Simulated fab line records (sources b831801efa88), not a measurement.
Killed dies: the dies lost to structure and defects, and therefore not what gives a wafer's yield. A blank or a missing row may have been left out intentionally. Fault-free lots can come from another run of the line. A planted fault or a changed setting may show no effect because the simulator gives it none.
Which of the tools did it? + flow gf180mcu + 39 wafers from 13 lots sampled at 2 of the route's 602 steps

WHAT EACH GAUGE READ, for each wafer
GF_M2_THK_MEAS_06: measures by xrf. Usual: for M2_ALCU_THK the level is 448 nm and the standard deviation is 7.1.
| lot  | measured     | on           | M2_ALCU_THK (nm) | flag |
|------|--------------|--------------|------------------|------|
| L533 | day 18 04:27 | filmMetro-02 | 453 448 449      |      |
| L534 | day 18 15:35 | filmMetro-04 | 454 454 443      |      |
| L536 | day 19 10:50 | filmMetro-03 | 453 449 454      |      |
| L539 | day 20 09:55 | filmMetro-03 | 442 446 445      |      |
| L543 | day 22 02:32 | filmMetro-02 | 474 463 466      |      |
| L544 | day 22 07:56 | filmMetro-04 | 428 431 430      |      |
| L545 | day 22 17:02 | filmMetro-03 | 452 454 448      |      |
| L551 | day 24 16:59 | filmMetro-03 | 443 456 441      |      |
| L552 | day 25 07:05 | filmMetro-03 | 446 448 445      |      |
| L553 | day 25 10:59 | filmMetro-04 | 442 444 439      |      |
| L554 | day 25 11:56 | filmMetro-02 | 449 447 451      |      |
| L556 | day 26 10:01 | filmMetro-02 | 450 450 458      |      |
| L550 | day 27 04:41 | filmMetro-03 | 454 460 461      |      |

EACH LOT AND THE TOOL THAT RAN IT (in order: tool; ch and the chambers of the sampled wafers; start)
| lot  | GF_M2_SPUTTER_04            |
|------|-----------------------------|
| L533 | pvdSputter-03, day 18 04:17 |
| L534 | pvdSputter-01, day 18 15:25 |
| L536 | pvdSputter-03, day 19 10:41 |
| L539 | pvdSputter-04, day 20 09:46 |
| L543 | pvdSputter-04, day 22 02:23 |
| L544 | pvdSputter-01, day 22 07:47 |
| L545 | pvdSputter-01, day 22 16:53 |
| L551 | pvdSputter-04, day 24 16:49 |
| L552 | pvdSputter-04, day 25 06:55 |
| L553 | pvdSputter-04, day 25 10:49 |
| L554 | pvdSputter-03, day 25 11:46 |
| L556 | pvdSputter-01, day 26 09:51 |
| L550 | pvdSputter-04, day 27 04:32 |
- GF_M2_SPUTTER_04: material TiN, target thk 50 nm, time 41.7 s.

AS READ BY THE TOOLS THEMSELVES (means over the sampled wafers that have a number; for cases with no such wafer, the mark the record gives instead)
GF_M2_SPUTTER_04. Usual: throttleValvePct at 30.2 %, with a standard deviation of 1.2.
| lot  | tool          | throttleValvePct (%) | flag |
|------|---------------|----------------------|------|
| L533 | pvdSputter-03 | 31.1                 |      |
| L534 | pvdSputter-01 | 29.0                 |      |
| L536 | pvdSputter-03 | 31.2                 |      |
| L539 | pvdSputter-04 | 29.6                 |      |
| L543 | pvdSputter-04 | 30.0                 |      |
| L544 | pvdSputter-01 | 30.9                 |      |
| L545 | pvdSputter-01 | 30.1                 |      |
| L551 | pvdSputter-04 | 30.2                 |      |
| L552 | pvdSputter-04 | 29.5                 |      |
| L553 | pvdSputter-04 | 29.8                 |      |
| L554 | pvdSputter-03 | 31.2                 |      |
| L556 | pvdSputter-01 | 29.4                 |      |
| L550 | pvdSputter-04 | 29.3                 |      |

THE ANSWER, worked out from the rows above alone
Rule: a lot counts as off when the mean over its wafers that have a number is more than 3 standard deviations away from the usual mean. Also off: a lot with no number at a reading for which 4 or more lots have one. Where the step has rows for the other lots, those lots are counted as sound. First the gauges in route order, then the tools' own readings, where a lot's mean is used as printed above. The first step at which some lot is off is used, and at that step the reading that is off furthest; a lot without a number counts as furthest.
None of the lots is off at any reading shown; this tells nothing.

WHAT THE SIMULATOR HAD PUT IN
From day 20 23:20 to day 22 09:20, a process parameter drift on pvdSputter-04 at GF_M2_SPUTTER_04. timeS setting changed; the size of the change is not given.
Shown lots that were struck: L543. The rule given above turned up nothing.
